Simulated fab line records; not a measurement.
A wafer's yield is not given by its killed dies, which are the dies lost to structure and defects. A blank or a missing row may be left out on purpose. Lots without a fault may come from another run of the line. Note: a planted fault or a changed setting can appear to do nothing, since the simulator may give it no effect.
fab line records	flow sky130
record: lots: 11	wafers: 33	lastDay: 49
route steps=708 shown VIA2@522 METAL3@534 PAD_OPEN@708
lots that met no fault: taken from a fault-free run of the same line
startH: start of the lot's first displayed wafer, in hours after the record's first day	waitH: hours elapsed since this lot's preceding step	" unchanged from the row above	L1.1+2: a row that stands for several wafers	- value missing, or start not given	* or withheld: withheld	< > ~ a bound
route shown NAME@n: names a module that has steps shown in the file, with the first one's number in the route	usual: mean and standard deviation over wafers with no fault	same: alike in all rows	chamber/n: place in a boat	sites: per-site readings	_std_site: the values' standard deviation	_edge_site: outer sites' mean less inner sites'	radiusMm: how far each site lies from the wafer's centre	mask NAME#n: copy n	behind: the tool/chamber that last shaped the wafer	hold: what put the lot on hold/how long, in hours/how the hold closed	device: names the non-switching transistor (n, p or np)	end of line: the tests these same wafers got at the end of their route	a step given without rows: its recipe and nothing more	killed: dies lost to structure and defects at the first sort, not the wafer's yield	map: per-die view of a wafer (x killed, . not killed, _ where there is no die)
set.NAME: the setting the step ran with; set.NAME@STEP: the setting that earlier step ran with	model.NAME: the simulator's own value behind a step, which no gauge read
a sample of lots followed through the steps of the route, with each step as a table and each wafer as a row
services: when a tool's chamber went out of use (startH, in hours from the record's first day, below 0 if earlier), for how many hours, and the reason
== steps ==
step: SKY_VIA2_ETCH_15
recipe: target: SiO2	chemistry: C4F8/O2/Ar	targetDepthNm: 546	stopOn: TiN	maskMaterial: KrF-thick	sourceW: 1500	biasW: 1200	pressureMtorr: 40	c4f8FlowSccm: withheld	O2_flow_sccm: 6	Ar_flow_sccm: 300	timeS: 84
usual: oesProductAu: 0.939/0.0049
lot.wafer	tool	chamber	startH	waitH	oesProductAu	rfHoursCounterH
L746.4	rieDiel-01	0	856.17	0.0	0.934	2
L746.5	"	3	"	"	0.943	-
L746.6	"	0	"	"	0.931	-
L748.1	rieDiel-03	3	869.72	0.0	0.935	11
L748.2	"	1	"	"	0.933	16
L748.3	"	2	"	"	0.935	4
L752.1	rieDiel-04	0	891.18	0.0	0.934	10
L752.2	"	2	"	"	0.940	5
L752.6	"	3	"	"	0.929	-
L755.1	rieDiel-01	1	911.13	0.0	0.938	5
L755.3	"	2	"	"	0.938	12
L755.6	"	2	"	"	0.938	-
L758.3	rieDiel-01	0	936.43	0.0	0.938	4
L758.5	"	2	"	"	0.937	-
L758.6	"	1	"	"	0.939	-
L759.1	rieDiel-01	0	954.82	0.0	0.937	5
L759.2	"	2	"	"	0.937	13
L759.3	"	1	"	"	0.937	6
L761.1	rieDiel-03	1	970.32	0.0	0.936	19
L761.5	"	1	"	"	0.939	-
L761.6	"	2	"	"	0.937	-
L762.1	rieDiel-03	0	979.98	0.0	0.942	2
L762.2	"	3	"	"	0.939	15
L762.5	"	3	"	"	0.930	-
L764.1	rieDiel-03	3	981.91	0.0	0.941	15
L764.4	"	0	"	"	0.946	2
L764.5	"	2	"	"	0.942	-
L763.1	rieDiel-03	3	982.88	0.0	0.939	15
L763.3	"	2	"	"	0.943	8
L763.4	"	0	"	"	0.941	2
L765.1	rieDiel-04	3	986.18	0.0	0.946	6
L765.4	"	1	"	"	0.945	11
L765.6	"	2	"	"	0.946	-
step: SKY_VIA2_STRIP_16
recipe: chemistry: O2/N2	powerW: 1400	pressureMtorr: 1500	platenTempC: withheld	o2FlowSccm: 3000	n2FlowSccm: 300	overashFraction: 0.5
usual: drypumpMotorCurrentA: 5.9/0.5	oesProductAu: 0.397/0.0045	stripTimeToEndpointS: 4.020/0.023
lot.wafer	tool	chamber	startH	waitH	drypumpMotorCurrentA	oesProductAu	rfHoursCounterH	stripTimeToEndpointS
L746.4	plasmaAsher-04	0	856.27	0.1	6.2	0.393	-	4.029
L746.5	"	0	"	"	6.2	0.393	-	4.020
L746.6	"	1	"	"	5.1	0.395	-	4.014
L748.1	plasmaAsher-01	1	869.79	0.0	6.4	0.399	77	4.047
L748.2	"	0	"	"	5.5	0.404	77	4.047
L748.3	"	1	"	"	6.4	0.401	-	4.046
L752.1	plasmaAsher-01	0	891.25	0.0	5.5	0.392	80	4.003
L752.2	"	1	"	"	6.4	0.396	80	4.018
L752.6	"	0	"	"	5.5	0.393	-	4.008
L755.1	plasmaAsher-04	0	911.20	0.0	6.2	0.394	48	4.012
L755.3	"	1	"	"	5.1	0.395	-	4.013
L755.6	"	0	"	"	6.2	0.390	-	4.032
L758.3	plasmaAsher-01	1	936.53	0.1	6.4	0.394	-	3.997
L758.5	"	0	"	"	5.5	0.368	-	3.417
L758.6	"	1	"	"	6.4	0.398	-	4.021
L759.1	plasmaAsher-01	1	954.88	0.0	6.4	0.398	86	3.994
L759.2	"	0	"	"	5.5	0.370	86	3.427
L759.3	"	1	"	"	6.4	0.383	-	3.988
L761.1	plasmaAsher-02	0	970.38	0.0	5.4	0.390	21	4.046
L761.5	"	0	"	"	5.4	0.401	-	4.009
L761.6	"	1	"	"	6.4	0.402	-	4.033
L762.1	plasmaAsher-02	0	980.05	0.0	5.4	0.401	21	4.063
L762.2	"	1	"	"	6.4	0.396	21	4.018
L762.5	"	0	"	"	5.4	0.396	-	3.996
L764.1	plasmaAsher-01	1	981.97	0.0	6.4	0.394	88	3.984
L764.4	"	0	"	"	5.5	0.394	-	4.022
L764.5	"	0	"	"	5.5	0.396	-	3.996
L763.1	plasmaAsher-02	1	982.95	0.0	6.5	0.395	22	4.062
L763.3	"	0	"	"	5.4	0.398	-	4.015
L763.4	"	1	"	"	6.5	0.398	-	4.087
L765.1	plasmaAsher-04	1	986.25	0.0	5.1	0.399	56	4.058
L765.4	"	1	"	"	5.1	0.396	-	4.036
L765.6	"	0	"	"	6.1	0.397	-	4.025
step: SKY_VIA2_RS_MEAS_22
recipe: thkMeasGauge: four-point-probe	reads: W_of_VIA2_CVD_21+TiN_of_VIA2_SPUTTER_20
usual: VIA2_W_RS: 0.269/0.0038
lot.wafer	tool	chamber	startH	waitH	VIA2_W_RS[ohm/sq]
L746.4	filmMetro-01	-	857.08	0.1	0.266
L746.5	"	-	"	"	0.268
L746.6	"	-	"	"	0.273
L748.1	filmMetro-03	-	870.60	0.1	0.270
L748.2	"	-	"	"	0.279
L748.3	"	-	"	"	0.270
L752.1	filmMetro-01	-	892.06	0.1	0.271
L752.2	"	-	"	"	0.264
L752.6	"	-	"	"	0.265
L755.1	filmMetro-02	-	911.98	0.1	0.272
L755.3	"	-	"	"	0.273
L755.6	"	-	"	"	0.270
L758.3	filmMetro-02	-	937.45	0.2	0.271
L758.5	"	-	"	"	0.271
L758.6	"	-	"	"	0.269
L759.1	filmMetro-02	-	955.66	0.1	0.268
L759.2	"	-	"	"	0.272
L759.3	"	-	"	"	0.267
L761.1	filmMetro-03	-	971.16	0.1	0.271
L761.5	"	-	"	"	0.276
L761.6	"	-	"	"	0.270
L762.1	filmMetro-03	-	980.87	0.1	0.268
L762.2	"	-	"	"	0.275
L762.5	"	-	"	"	0.273
L764.1	filmMetro-02	-	982.79	0.1	0.267
L764.4	"	-	"	"	0.265
L764.5	"	-	"	"	0.273
L763.1	filmMetro-01	-	983.78	0.1	0.272
L763.3	"	-	"	"	0.267
L763.4	"	-	"	"	0.272
L765.1	filmMetro-03	-	987.08	0.1	0.270
L765.4	"	-	"	"	0.276
L765.6	"	-	"	"	0.269
step: SKY_VIA2_THK_MEAS_23
recipe: thkMeasGauge: xrf	reads: W_of_VIA2_CVD_21
usual: VIA2_W_THK: 410/8.1
lot.wafer	tool	chamber	startH	waitH	VIA2_W_THK[nm]
L746.4	filmMetro-01	-	857.17	0.1	396
L746.5	"	-	"	"	391
L746.6	"	-	"	"	388
L748.1	filmMetro-03	-	870.72	0.1	413
L748.2	"	-	"	"	402
L748.3	"	-	"	"	415
L752.1	filmMetro-01	-	892.18	0.1	398
L752.2	"	-	"	"	406
L752.6	"	-	"	"	405
L755.1	filmMetro-02	-	912.10	0.1	410
L755.3	"	-	"	"	407
L755.6	"	-	"	"	407
L758.3	filmMetro-02	-	937.55	0.1	407
L758.5	"	-	"	"	409
L758.6	"	-	"	"	410
L759.1	filmMetro-02	-	955.78	0.1	410
L759.2	"	-	"	"	402
L759.3	"	-	"	"	413
L761.1	filmMetro-03	-	971.28	0.1	417
L761.5	"	-	"	"	409
L761.6	"	-	"	"	417
L762.1	filmMetro-03	-	980.99	0.1	420
L762.2	"	-	"	"	407
L762.5	"	-	"	"	412
L764.1	filmMetro-02	-	982.91	0.1	415
L764.4	"	-	"	"	415
L764.5	"	-	"	"	407
L763.1	filmMetro-01	-	983.90	0.1	399
L763.3	"	-	"	"	404
L763.4	"	-	"	"	399
L765.1	filmMetro-03	-	987.20	0.1	413
L765.4	"	-	"	"	405
L765.6	"	-	"	"	415
step: SKY_METAL3_SPUTTER_02
recipe: material: AlCu	targetThkNm: 735	powerW: 10600	timeS: 39.1	chamberPressurePa: 0.4
usual: throttleValvePct: 30.1/1.2
lot.wafer	tool	chamber	startH	waitH	throttleValvePct
L746.4	pvdSputter-04	-	857.55	0.0	30.5
L746.5	"	-	"	"	30.7
L746.6	"	-	"	"	30.5
L748.1	pvdSputter-03	-	871.13	0.0	30.4
L748.2	"	-	"	"	28.6
L748.3	"	-	"	"	33.0
L752.1	pvdSputter-01	-	892.59	0.0	29.6
L752.2	"	-	"	"	31.5
L752.6	"	-	"	"	29.6
L755.1	pvdSputter-04	-	912.51	0.0	30.3
L755.3	"	-	"	"	30.2
L755.6	"	-	"	"	30.3
L758.3	pvdSputter-04	-	937.94	0.0	30.8
L758.5	"	-	"	"	30.6
L758.6	"	-	"	"	30.4
L759.1	pvdSputter-01	-	956.19	0.0	29.7
L759.2	"	-	"	"	29.3
L759.3	"	-	"	"	31.8
L761.1	pvdSputter-04	-	971.69	0.0	30.4
L761.5	"	-	"	"	30.7
L761.6	"	-	"	"	29.5
L762.1	pvdSputter-04	-	981.40	0.0	30.0
L762.2	"	-	"	"	30.3
L762.5	"	-	"	"	29.5
L764.1	pvdSputter-04	-	983.38	0.0	30.5
L764.4	"	-	"	"	30.1
L764.5	"	-	"	"	29.8
L763.1	pvdSputter-03	-	984.30	0.0	30.4
L763.3	"	-	"	"	28.4
L763.4	"	-	"	"	33.2
L765.1	pvdSputter-03	-	987.87	0.0	28.6
L765.4	"	-	"	"	30.6
L765.6	"	-	"	"	28.5
step: SKY_PAD_OPEN_PROBE_99
usual: defectLimitedYield: 82.5/1.8	killed_at_M0_to_M3: 43/5.9	killed_at_M4_up: 3.3/1.9	killedAtContacts: 24/5.6	killedAtFrontEnd: 15/4.1	killedAtOther: 0.4/0.66	killedDies: 86/9	killedOpen: 47/6.9	killedShort: 39/6.2	sort_bin_3_pad_short: 0.9/0.45	sort_bin_5_function: 10.3/1.4	sort_bin_6_memory: 6.3/1.2	sortNPass: 406/9	sortYieldPct: 82.5/1.8
same: grossDies: 492	killedAtBackSide: 0	sort_bin_4_leakage[%]: 0	sort_bin_8_speed[%]: 0
lot.wafer	tool	chamber	startH	waitH	defectLimitedYield[%]	killed_at_M0_to_M3	killed_at_M4_up	killedAtContacts	killedAtFrontEnd	killedAtOther	killedDies	killedOpen	killedShort	sort_bin_3_pad_short[%]	sort_bin_5_function[%]	sort_bin_6_memory[%]	sortNPass	sortYieldPct[%]
L746.4	prober-02	-	1081.85	0.2	83.9	40	4	24	10	1	79	39	40	0.6	9.8	5.7	413	83.9
L746.5	prober-02	-	1081.90	0.2	81.9	41	4	30	14	0	89	46	42	1.0	11.6	5.5	403	81.9
L746.6	prober-02	-	1081.95	0.2	83.9	41	6	23	9	0	79	44	33	0.6	9.8	5.7	413	83.9
L748.1	prober-02	-	1088.64	0.1	84.3	48	2	15	12	0	77	41	35	1.0	9.6	5.1	415	84.3
L748.2	prober-02	-	1088.69	0.1	82.5	43	2	27	13	1	86	38	46	2.0	10.4	5.1	406	82.5
L748.3	prober-02	-	1088.74	0.2	81.5	45	4	29	13	0	91	50	40	1.0	12.2	5.3	401	81.5
L752.1	prober-02	-	1107.57	0.1	82.5	36	0	31	18	1	86	54	31	0.6	10.8	6.1	406	82.5
L752.2	prober-02	-	1107.62	0.1	80.9	45	5	23	21	0	94	43	49	2.6	9.8	6.7	398	80.9
L752.6	prober-02	-	1107.82	0.2	81.9	47	2	27	13	0	89	56	32	0.8	9.3	7.9	403	81.9
L755.1	prober-01	-	1126.04	0.1	83.1	45	3	16	17	2	83	43	40	1.2	11.0	4.7	409	83.1
L755.3	prober-01	-	1126.14	0.2	83.3	42	5	23	12	0	82	47	35	0.4	8.3	7.9	410	83.3
L755.6	prober-01	-	1126.29	0.2	84.3	48	2	19	8	0	77	39	38	1.2	8.9	5.5	415	84.3
L758.3	prober-02	-	1146.12	0.3	77.2	62	9	25	16	0	112	66	46	1.6	11.2	10.0	380	77.2
L758.5	prober-02	-	1146.22	0.4	83.1	35	6	27	15	0	83	50	33	0.2	11.4	5.3	409	83.1
L758.6	prober-02	-	1146.27	0.4	83.1	37	3	28	15	0	83	46	37	0.4	10.8	5.7	409	83.1
L759.1	prober-01	-	1157.70	0.1	83.1	45	5	17	15	1	83	43	39	0.6	8.7	7.5	409	83.1
L759.2	prober-01	-	1157.75	0.1	82.5	42	3	19	22	0	86	47	39	1.0	10.0	6.5	406	82.5
L759.3	prober-01	-	1157.80	0.2	81.1	51	3	24	15	0	93	56	36	1.0	11.4	6.5	399	81.1
L761.1	prober-01	-	1167.87	0.1	81.5	45	2	28	15	1	91	55	36	0.6	11.8	6.1	401	81.5
L761.5	prober-01	-	1168.07	0.2	81.1	47	5	21	20	0	93	46	47	1.8	10.4	6.7	399	81.1
L761.6	prober-01	-	1168.12	0.2	80.7	42	3	41	9	0	95	45	49	1.6	11.0	6.7	397	80.7
L762.1	prober-02	-	1176.68	0.1	86.0	34	2	20	12	1	69	41	24	0.6	8.5	4.9	423	86.0
L762.2	prober-02	-	1176.73	0.1	83.1	38	8	21	16	0	83	45	36	0.8	11.0	5.1	409	83.1
L762.5	prober-02	-	1176.88	0.2	83.9	39	2	25	12	1	79	42	37	1.4	9.1	5.5	413	83.9
L764.1	prober-01	-	1177.67	0.1	83.3	46	1	20	15	0	82	38	44	0.6	10.2	5.9	410	83.3
L764.4	prober-01	-	1177.82	0.2	84.8	33	2	26	12	2	75	43	32	0.4	9.3	5.5	417	84.8
L764.5	prober-01	-	1177.87	0.2	78.9	54	3	30	17	0	104	52	52	1.2	12.4	7.5	388	78.9
L763.1	prober-02	-	1179.62	0.1	82.7	44	6	17	18	0	85	42	43	0.6	10.2	6.5	407	82.7
L763.3	prober-02	-	1179.72	0.2	81.5	42	4	24	19	2	91	51	39	0.6	9.6	8.3	401	81.5
L763.4	prober-02	-	1179.77	0.2	83.7	39	6	21	14	0	80	45	35	0.6	9.8	5.9	412	83.7
L765.1	prober-01	-	1183.57	0.1	79.9	55	3	31	10	0	99	55	44	0.4	12.2	7.5	393	79.9
L765.4	prober-01	-	1183.72	0.2	83.9	35	3	25	16	0	79	45	34	1.6	9.3	5.1	413	83.9
L765.6	prober-01	-	1183.82	0.2	82.9	50	2	18	14	0	84	46	38	0.8	10.8	5.5	408	82.9
killed by level:class
L746.4 CONTACT:geometricParticle:open=13 LOCAL_INTERCONNECT:geometricParticle:short=7 VIA1:geometricParticle:short=7 VIA3:geometricParticle:open=7 VIA2:geometricParticle:open=6 VIA1:geometricParticle:open=5 METAL2:geometricParticle:short=4 VIA2:geometricParticle:short=4
L746.5 CONTACT:geometricParticle:open=9 VIA3:geometricParticle:open=8 LI_CONTACT:geometricParticle:short=6 LI_CONTACT:geometricParticle:open=6 POLY_GATE:geometricParticle:open=5 POLY_GATE:geometricParticle:short=5 METAL1:geometricParticle:short=5 CONTACT:geometricParticle:short=5
L746.6 CONTACT:geometricParticle:open=7 LI_CONTACT:geometricParticle:open=7 VIA3:geometricParticle:open=7 VIA1:geometricParticle:open=6 VIA2:geometricParticle:open=6 LOCAL_INTERCONNECT:geometricParticle:short=5 METAL2:geometricParticle:short=4 VIA3:geometricParticle:short=4
L748.1 VIA2:geometricParticle:open=8 METAL1:geometricParticle:short=7 LI_CONTACT:geometricParticle:open=6 VIA3:geometricParticle:open=6 METAL3:geometricParticle:short=5 CONTACT:geometricParticle:open=5 VIA1:geometricParticle:open=5 METAL2:geometricParticle:short=4
L748.2 CONTACT:geometricParticle:open=11 METAL1:geometricParticle:short=8 VIA2:geometricParticle:open=8 CONTACT:geometricParticle:short=7 VIA1:geometricParticle:open=7 VIA3:geometricParticle:short=5 LOCAL_INTERCONNECT:geometricParticle:short=4 VIA3:geometricParticle:open=4
L748.3 CONTACT:geometricParticle:open=11 FIELD_ISO:geometricParticle:open=7 VIA1:geometricParticle:open=7 CONTACT:geometricParticle:short=7 VIA2:geometricParticle:open=7 LI_CONTACT:geometricParticle:short=6 VIA3:geometricParticle:open=6 METAL2:geometricParticle:short=5
L752.1 LI_CONTACT:geometricParticle:open=10 FIELD_ISO:geometricParticle:open=8 CONTACT:geometricParticle:open=8 VIA1:geometricParticle:open=8 VIA2:geometricParticle:open=8 CONTACT:geometricParticle:short=6 FIELD_ISO:geometricParticle:short=4 LI_CONTACT:geometricParticle:short=4
L752.2 VIA1:geometricParticle:open=8 CONTACT:geometricParticle:open=7 METAL1:geometricParticle:short=7 VIA3:geometricParticle:open=6 LI_CONTACT:geometricParticle:open=6 VIA2:geometricParticle:open=6 METAL2:geometricParticle:short=6 METAL3:geometricParticle:short=6
L752.6 VIA2:geometricParticle:open=12 CONTACT:geometricParticle:open=10 VIA1:geometricParticle:open=9 METAL1:geometricParticle:short=7 LI_CONTACT:geometricParticle:open=6 VIA3:geometricParticle:open=5 LI_CONTACT:geometricParticle:short=4 METAL2:geometricParticle:short=4
L755.1 VIA1:geometricParticle:open=9 VIA2:geometricParticle:open=8 POLY_GATE:geometricParticle:short=6 CONTACT:geometricParticle:open=6 VIA1:geometricParticle:short=6 METAL2:geometricParticle:short=6 VIA3:geometricParticle:open=5 FIELD_ISO:geometricParticle:open=3
L755.3 VIA2:geometricParticle:open=13 CONTACT:geometricParticle:open=8 VIA1:geometricParticle:open=8 METAL2:geometricParticle:short=6 POLY_GATE:geometricParticle:open=5 LI_CONTACT:geometricParticle:open=5 CONTACT:geometricParticle:short=5 POLY_GATE:geometricParticle:short=3
L755.6 VIA1:geometricParticle:open=11 METAL2:geometricParticle:short=9 CONTACT:geometricParticle:open=7 VIA2:geometricParticle:open=7 LI_CONTACT:geometricParticle:open=6 VIA1:geometricParticle:short=5 POLY_GATE:geometricParticle:short=4 METAL1:geometricParticle:short=4
L758.3 VIA3:geometricParticle:open=15 VIA1:geometricParticle:open=11 LI_CONTACT:geometricParticle:open=10 CONTACT:geometricParticle:open=9 VIA2:geometricParticle:open=7 VIA3:geometricParticle:short=7 METAL2:geometricParticle:short=6 METAL4:geometricParticle:short=6
L758.5 CONTACT:geometricParticle:open=12 VIA1:geometricParticle:open=9 LI_CONTACT:geometricParticle:open=8 VIA2:geometricParticle:open=8 METAL4:geometricParticle:short=6 FIELD_ISO:geometricParticle:short=4 FIELD_ISO:geometricParticle:open=4 VIA3:geometricParticle:short=4
L758.6 CONTACT:geometricParticle:open=9 VIA3:geometricParticle:open=7 METAL1:geometricParticle:short=6 VIA1:geometricParticle:open=6 FIELD_ISO:geometricParticle:open=5 LI_CONTACT:geometricParticle:open=5 LOCAL_INTERCONNECT:geometricParticle:short=5 VIA2:geometricParticle:open=5
L759.1 VIA1:geometricParticle:open=11 POLY_GATE:geometricParticle:open=10 METAL2:geometricParticle:short=9 CONTACT:geometricParticle:open=7 VIA3:geometricParticle:open=6 VIA1:geometricParticle:short=5 CONTACT:geometricParticle:short=4 FIELD_ISO:geometricParticle:short=3
L759.2 VIA1:geometricParticle:open=11 CONTACT:geometricParticle:open=10 FIELD_ISO:geometricParticle:open=8 METAL2:geometricParticle:short=7 VIA2:geometricParticle:open=6 FIELD_ISO:geometricParticle:short=4 VIA1:geometricParticle:short=4 POLY_GATE:geometricParticle:short=4
L759.3 CONTACT:geometricParticle:open=10 VIA2:geometricParticle:open=9 VIA1:geometricParticle:open=8 METAL2:geometricParticle:short=8 POLY_GATE:geometricParticle:short=6 LI_CONTACT:geometricParticle:open=6 VIA3:geometricParticle:open=6 FIELD_ISO:geometricParticle:open=4
L761.1 VIA1:geometricParticle:open=14 CONTACT:geometricParticle:open=11 POLY_GATE:geometricParticle:open=8 LI_CONTACT:geometricParticle:open=8 METAL1:geometricParticle:short=7 CONTACT:geometricParticle:short=6 VIA3:geometricParticle:open=6 VIA1:geometricParticle:short=4
L761.5 CONTACT:geometricParticle:open=9 POLY_GATE:geometricParticle:short=7 METAL1:geometricParticle:short=7 POLY_GATE:geometricParticle:open=6 METAL2:geometricParticle:short=6 VIA2:geometricParticle:short=6 LI_CONTACT:geometricParticle:open=5 VIA2:geometricParticle:open=5
L761.6 CONTACT:geometricParticle:short=10 CONTACT:geometricParticle:open=10 VIA1:geometricParticle:open=10 LI_CONTACT:geometricParticle:open=9 VIA2:geometricParticle:open=9 LOCAL_INTERCONNECT:geometricParticle:short=8 VIA1:geometricParticle:short=6 METAL2:geometricParticle:short=5
L762.1 VIA2:geometricParticle:open=8 CONTACT:geometricParticle:open=8 LI_CONTACT:geometricParticle:open=6 VIA1:geometricParticle:open=6 METAL2:geometricParticle:short=6 VIA3:geometricParticle:open=5 FIELD_ISO:geometricParticle:open=4 CONTACT:geometricParticle:short=4
L762.2 VIA2:geometricParticle:open=11 LI_CONTACT:geometricParticle:open=7 VIA1:geometricParticle:short=5 METAL2:geometricParticle:short=5 VIA3:geometricParticle:open=5 METAL4:geometricParticle:short=5 POLY_GATE:geometricParticle:open=4 POLY_GATE:geometricParticle:short=4
L762.5 CONTACT:geometricParticle:open=15 METAL1:geometricParticle:short=10 VIA1:geometricParticle:open=8 METAL2:geometricParticle:short=7 CONTACT:geometricParticle:short=4 VIA2:geometricParticle:open=4 VIA3:geometricParticle:short=4 POLY_GATE:geometricParticle:open=3
L764.1 VIA2:geometricParticle:open=9 CONTACT:geometricParticle:short=8 VIA1:geometricParticle:open=7 FIELD_ISO:geometricParticle:short=5 CONTACT:geometricParticle:open=5 VIA3:geometricParticle:short=5 METAL2:geometricParticle:short=5 VIA2:geometricParticle:short=5
L764.4 CONTACT:geometricParticle:open=12 LI_CONTACT:geometricParticle:open=8 VIA1:geometricParticle:open=7 VIA3:geometricParticle:open=5 FIELD_ISO:geometricParticle:short=4 VIA1:geometricParticle:short=4 VIA3:geometricParticle:short=4 POLY_GATE:geometricParticle:open=3
L764.5 CONTACT:geometricParticle:open=12 VIA2:geometricParticle:open=11 FIELD_ISO:geometricParticle:short=8 LI_CONTACT:geometricParticle:open=8 VIA1:geometricParticle:open=8 VIA3:geometricParticle:open=7 CONTACT:geometricParticle:short=6 METAL1:geometricParticle:short=6
L763.1 VIA1:geometricParticle:open=20 FIELD_ISO:geometricParticle:short=7 POLY_GATE:geometricParticle:short=6 METAL1:geometricParticle:short=6 VIA2:geometricParticle:open=5 LI_CONTACT:geometricParticle:open=5 CONTACT:geometricParticle:short=5 METAL4:geometricParticle:short=5
L763.3 VIA1:geometricParticle:open=11 CONTACT:geometricParticle:open=8 METAL1:geometricParticle:short=7 POLY_GATE:geometricParticle:open=6 LI_CONTACT:geometricParticle:open=6 VIA3:geometricParticle:open=6 SPACER:geometricParticle:short=4 SPACER:geometricParticle:open=4
L763.4 VIA1:geometricParticle:open=9 CONTACT:geometricParticle:open=8 VIA3:geometricParticle:open=7 METAL1:geometricParticle:short=6 METAL4:geometricParticle:short=5 FIELD_ISO:geometricParticle:short=4 LI_CONTACT:geometricParticle:open=4 METAL1:geometricParticle:open=4
L765.1 VIA1:geometricParticle:open=15 LI_CONTACT:geometricParticle:open=9 CONTACT:geometricParticle:short=9 VIA3:geometricParticle:open=7 METAL1:geometricParticle:short=6 METAL2:geometricParticle:short=6 CONTACT:geometricParticle:open=5 VIA2:geometricParticle:open=5
L765.4 CONTACT:geometricParticle:open=13 VIA1:geometricParticle:open=10 VIA1:geometricParticle:short=7 VIA2:geometricParticle:open=7 FIELD_ISO:geometricParticle:short=5 LOCAL_INTERCONNECT:geometricParticle:short=5 FIELD_ISO:geometricParticle:open=4 LI_CONTACT:geometricParticle:open=4
L765.6 VIA1:geometricParticle:open=12 VIA3:geometricParticle:open=9 CONTACT:geometricParticle:open=7 METAL2:geometricParticle:short=7 VIA1:geometricParticle:short=7 FIELD_ISO:geometricParticle:short=5 VIA2:geometricParticle:open=5 METAL1:geometricParticle:short=5
== services ==
tool	chamber	startH	hours	kind
plasmaAsher-01	-	837.06	2.1	repair
pvdSputter-01	-	840.94	0.5	repair
rieDiel-03	2	847.44	4.3	repair
pvdSputter-03	-	855.91	0.9	repair
rieDiel-03	0	866.41	-	clean
rieDiel-03	0	866.41	28.2	scheduledDown
rieDiel-03	0	866.41	28.2	ventCycle
rieDiel-04	1	866.96	8.7	repair
pvdSputter-01	1	880.30	-	consumableReplace:kit
pvdSputter-01	1	880.30	18.0	scheduledDown
pvdSputter-04	-	889.97	1.9	repair
rieDiel-01	-	890.20	2.8	pm
plasmaAsher-02	-	896.95	15.6	pm
rieDiel-04	-	903.27	0.1	repair
rieDiel-03	-	905.57	2.8	pm
rieDiel-04	2	913.45	8.2	repair
rieDiel-01	0	916.82	5.6	repair
pvdSputter-04	-	950.55	2.1	repair
plasmaAsher-01	-	958.02	2.6	repair
plasmaAsher-01	-	963.67	7.7	repair
pvdSputter-04	2	971.80	-	consumableReplace:kit
pvdSputter-04	2	971.80	18.0	scheduledDown
pvdSputter-04	2	971.80	18.0	ventCycle
rieDiel-03	-	984.63	14.6	pm
== key ==
firstSign: step: SKY_VIA2_STRIP_16	reading: stripTimeToEndpointS	direction: down	sigmas: 26	usual: *	struck: *
effect: step: SKY_VIA2_STRIP_16	reading: oesProductAu	direction: down	sigmas: 6.3	usual: 0.397	struck: 0.369
metAt SKY_VIA2_ETCH_15
struckLots L758,L759
struckWafers L758.5,L759.2
notActingAt SKY_VIA2_RS_MEAS_22,SKY_VIA2_THK_MEAS_23,SKY_METAL3_SPUTTER_02
onsetBetween 911.13 936.43
fault: kind: processParameterDrift	tool: rieDiel-01	chamber: 2	onsetH: 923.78	steps: SKY_VIA2_ETCH_15	channel: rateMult	offset: 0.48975	shape: step	endH: 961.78
